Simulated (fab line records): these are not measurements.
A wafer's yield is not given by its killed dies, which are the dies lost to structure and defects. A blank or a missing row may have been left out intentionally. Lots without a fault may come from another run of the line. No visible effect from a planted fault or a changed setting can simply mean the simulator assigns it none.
Lot-split experiment -- flow sfq line -- 23 wafers read across 5 lots, on a route 325 steps long

## ABOUT THE SPLIT
At SFQ_TRILAYER_M4_LITHO_EXPOSE_094 (exposes mask M4, target cd 500 nm), the setting dose mj was moved away from the recipe's 14.4 on 10 of the 23 wafers read, by -5.6% to +5.3%. This setting was run at the recipe's value on the other wafers.

## FROM THE SPLIT TO THE READING: what the file shows between them, 3 steps
- SFQ_TRILAYER_M4_LITHO_PEB_096: peb time 60 s
- SFQ_TRILAYER_M4_LITHO_DEVELOP_095: time 60 s
- SFQ_TRILAYER_M4_BARC_OPEN_METAL_ETCH_123: etches BARC in O2, target depth 125 nm, time 41.7 s

## THE READING
M4.cd nm (the simulator's own value, which no gauge read), in nm, at SFQ_TRILAYER_M4_ETCH_METAL_ETCH_096 (etches Nb in Cl2/Ar, stops on SiO2, target depth 240 nm, time 120 s). There is no usual value for it anywhere in the file. Average 499.6 nm, standard deviation 1.9 nm, over the 13 wafers here run with the recipe.

wafer,"tool, chamber at the split",dose mj as run,against the recipe,"M4.cd nm, nm",against lot-mates on the recipe
L074.1,"krf scanner-02, 0",14.4,recipe,498,-
L074.4,"krf scanner-02, 0",14.4,recipe,498,-
L074.5,"krf scanner-02, 0",14.4,recipe,495.6,-
L076.1,"krf scanner-02, 0",15.16,+5.3%,491.4,-8.4
L076.2,"krf scanner-02, 0",14.4,recipe,500,-
L076.3,"krf scanner-02, 0",14.4,recipe,500,-
L076.4,"krf scanner-02, 0",15.16,+5.3%,492.9,-6.9
L076.5,"krf scanner-02, 0",14.4,recipe,499.4,-
L079.1,"krf scanner-01, 0",14.4,recipe,502.4,-
L079.2,"krf scanner-01, 0",14.4,recipe,503.1,-
L079.3,"krf scanner-01, 0",13.59,-5.6%,512.6,+9.9
L079.4,"krf scanner-01, 0",13.59,-5.6%,510.9,+8.1
L079.6,"krf scanner-01, 0",13.59,-5.6%,509.8,+7.1
L080.1,"krf scanner-01, 0",14.87,+3.3%,493.9,-6.4
L080.2,"krf scanner-01, 0",14.4,recipe,499.4,-
L080.4,"krf scanner-01, 0",14.4,recipe,500.4,-
L080.5,"krf scanner-01, 0",14.87,+3.3%,495,-5.3
L080.6,"krf scanner-01, 0",14.4,recipe,501.1,-
L084.1,"krf scanner-01, 0",13.66,-5.1%,508.4,+9.6
L084.2,"krf scanner-01, 0",13.66,-5.1%,507.7,+8.9
L084.3,"krf scanner-01, 0",13.66,-5.1%,508.5,+9.7
L084.4,"krf scanner-01, 0",14.4,recipe,499.8,-
L084.5,"krf scanner-01, 0",14.4,recipe,497.8,-

THE FIT
A straight line over all 23 wafers: M4.cd nm changes by -1.72 nm for each +1% of dose mj; r = -0.96; the points scatter about the line by 1.8 nm.
The same after taking each lot's own level away (the mean of its wafers on the recipe; 23 wafers): -1.61 nm for each +1%; r = -0.98; scatter 1 nm.
On that fit, the largest move of dose mj shifts the reading by 9 nm.
The span of the lots' own levels, 497.20 to 502.75 nm, comes to 2.9 times the standard deviation stated above.
The two slopes are in agreement: the lot-to-lot level therefore moves the slope only a little.
Check: +8.99 nm against its lot-mates is what the line predicts for one of the wafers moved furthest among these (-5.6%) when that wafer is left out of the fit. It came out at +9.85 nm against them.

## FURTHER SPLITS ON THESE WAFERS
These wafers also went through other splits before the reading. Each is held against what the fit with the lots' levels taken away leaves over:
other split on the same wafers,wafers away from the commonest value,r with M4.cd nm (lot level and that fit taken away)
SFQ_TRILAYER_M2_BARC_OPEN_METAL_ETCH_077 time s,7,-0.16
SFQ_TRILAYER_I2_CMP_CMP_064 leave above ref nm,10,+0.22
SFQ_TRILAYER_I2_VIA_ETCH_VIA_ETCH_070 bias w,9,-0.47

## THE WHOLE CHAIN: every reading that the file lists as answering this split, in the file's order
step,what it does,reading,change (the file's fit),r (the file's)
SFQ_TRILAYER_M4_BARC_OPEN_METAL_ETCH_123,"etches BARC in O2, target depth 125 nm, time 41.7 s","M4.cd nm (the simulator's own value, which no gauge read)",-1.52 nm for each +1% of the setting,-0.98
SFQ_TRILAYER_M4_ETCH_METAL_ETCH_096,"etches Nb in Cl2/Ar, stops on SiO2, target depth 240 nm, time 120 s","M4.cd nm (the simulator's own value, which no gauge read)",-1.6 nm for each +1% of the setting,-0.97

## THE FILE'S OWN FIT
M4.cd nm changes by -1.6 nm for each +1% of dose mj, r = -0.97.
